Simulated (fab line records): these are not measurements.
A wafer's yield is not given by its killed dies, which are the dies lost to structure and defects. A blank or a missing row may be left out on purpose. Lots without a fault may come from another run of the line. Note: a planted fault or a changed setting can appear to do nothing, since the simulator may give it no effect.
What tool caused it? + flow sky130 + Sampling: 10 lots, 30 wafers, 2 of 708 route steps

WHAT THE GAUGES SHOWED, per wafer
SKY_POLY_GATE_THK_MEAS_04.
| lot  | measured     | on            | POLY_GATE_CVD_03_THK (nm) |
|------|--------------|---------------|---------------------------|
| L271 | day 16 11:04 | film_metro-01 | 135.3 135.0 135.6         |
| L272 | day 16 18:57 | film_metro-04 | 134.4 134.5 134.5         |
| L273 | day 16 16:49 | film_metro-01 | 134.6 134.2 135.6         |
| L280 | day 19 23:09 | film_metro-04 | 74.3 75.1 75.1            |
| L281 | day 20 07:22 | film_metro-03 | 75.0 74.6 74.3            |
| L283 | day 21 10:20 | film_metro-03 | 74.3 74.6 74.6            |
| L286 | day 22 01:06 | film_metro-01 | 74.5 74.7 74.6            |
| L288 | day 22 23:26 | film_metro-01 | 75.0 75.4 75.4            |
| L289 | day 23 03:59 | film_metro-03 | 74.5 75.0 75.0            |
| L290 | day 23 05:21 | film_metro-03 | 74.0 74.5 74.1            |

EACH LOT AND THE TOOL THAT RAN IT (in order: tool; ch and the chambers of the sampled wafers; start)
| lot  | SKY_POLY_GATE_CVD_03        |
|------|-----------------------------|
| L271 | lpcvd-02 ch 0, day 16 09:43 |
| L272 | lpcvd-02 ch 0, day 16 17:35 |
| L273 | lpcvd-02 ch 0, day 16 15:27 |
| L280 | lpcvd-02 ch 0, day 19 21:46 |
| L281 | lpcvd-02 ch 0, day 20 06:00 |
| L283 | lpcvd-02 ch 0, day 21 08:57 |
| L286 | lpcvd-02 ch 0, day 21 23:44 |
| L288 | lpcvd-02 ch 0, day 22 22:05 |
| L289 | lpcvd-02 ch 1, day 23 02:37 |
| L290 | lpcvd-02 ch 1, day 23 03:59 |
- SKY_POLY_GATE_CVD_03: deposits Si3N4 from DCS/NH3, target thk 75 nm, time 1290 s.

THE ANSWER, worked out from the rows above alone
Rule: the lots themselves supply what counts as usual. Put in order of their means at a reading, lots are off if they are a third of the lots or fewer, leave a main group of 4 or more, and stand apart from it by a gap of 3 or more times the standard deviation of the main group's means; of several such gaps the widest counts. A main group is skipped when, at the precision printed for the reading in the tables above, its means are all equal. A lot without any number at a reading at which 4 lots or more have one is off too. The other lots that the step has rows for count as sound.
Off: L271, L272, L273, seen at SKY_POLY_GATE_THK_MEAS_04 (POLY_GATE_CVD_03_THK). The main group: mean 74.7 nm, standard deviation 0.31.
If a tool, at a process step before that reading, ran all the lots that are off and no sound lot after the first of them, it fits. Gauges at SKY_POLY_GATE_THK_MEAS_04: tried the same way as those tools. No candidate that was tried fits.

WHAT THE SIMULATOR HAD PUT IN
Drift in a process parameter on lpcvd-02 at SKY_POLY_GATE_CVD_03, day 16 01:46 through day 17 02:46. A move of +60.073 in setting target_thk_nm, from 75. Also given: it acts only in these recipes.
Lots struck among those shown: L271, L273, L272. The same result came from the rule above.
